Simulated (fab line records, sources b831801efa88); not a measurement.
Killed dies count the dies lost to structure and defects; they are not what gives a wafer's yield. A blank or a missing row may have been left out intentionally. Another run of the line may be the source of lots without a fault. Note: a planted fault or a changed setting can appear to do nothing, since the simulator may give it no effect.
Which of the tools did it? || flow gf180mcu || 12 lots (36 wafers sampled), 1 step of a 602-step route

WHAT THE GAUGES READ, wafer by wafer
GF_STI_CD_MEAS_12: the cd target is 220 nm.
{"lot": "L075", "measured": "day 2 07:01", "on": "cd_sem-02", "cd_nm (nm)": "220.0 219.3 219.1"}
{"lot": "L077", "measured": "day 2 17:37", "on": "cd_sem-01", "cd_nm (nm)": "221.6 221.3 222.0"}
{"lot": "L079", "measured": "day 3 02:52", "on": "cd_sem-01", "cd_nm (nm)": "220.2 220.7 219.5"}
{"lot": "L081", "measured": "day 3 13:31", "on": "cd_sem-01", "cd_nm (nm)": "220.1 219.5 218.9"}
{"lot": "L083", "measured": "day 3 23:09", "on": "cd_sem-01", "cd_nm (nm)": "219.4 220.5 219.7"}
{"lot": "L085", "measured": "day 4 09:58", "on": "cd_sem-01", "cd_nm (nm)": "220.1 220.9 221.0"}
{"lot": "L087", "measured": "day 4 20:43", "on": "cd_sem-01", "cd_nm (nm)": "220.8 219.1 219.7"}
{"lot": "L089", "measured": "day 5 06:57", "on": "cd_sem-01", "cd_nm (nm)": "218.8 217.2 218.3"}
{"lot": "L091", "measured": "day 5 16:18", "on": "cd_sem-02", "cd_nm (nm)": "220.4 220.4 219.0"}
{"lot": "L093", "measured": "day 6 04:37", "on": "cd_sem-02", "cd_nm (nm)": "219.5 219.2 218.8"}
{"lot": "L095", "measured": "day 6 13:57", "on": "cd_sem-01", "cd_nm (nm)": "219.7 220.4 219.9"}
{"lot": "L097", "measured": "day 6 23:45", "on": "cd_sem-01", "cd_nm (nm)": "220.1 220.7 220.7"}

EACH LOT AND THE TOOL THAT RAN IT (in order: tool; ch and the chambers of the sampled wafers; start)
The record holds no process step before these readings.

THE ANSWER, worked out from the rows above alone
Rule: the lots themselves supply what counts as usual. Put in order of their means at a reading, lots are off if they are a third of the lots or fewer, leave a main group of 4 or more, and stand apart from it by a gap of 3 or more times the standard deviation of the main group's means; of several such gaps the widest counts. A main group is skipped when, at the precision printed for the reading in the tables above, its means are all equal. A lot without any number at a reading at which 4 lots or more have one is off too. The other lots that the step has rows for count as sound.
None of the lots is off at any reading shown; this tells nothing.

WHAT THE SIMULATOR PUT IN
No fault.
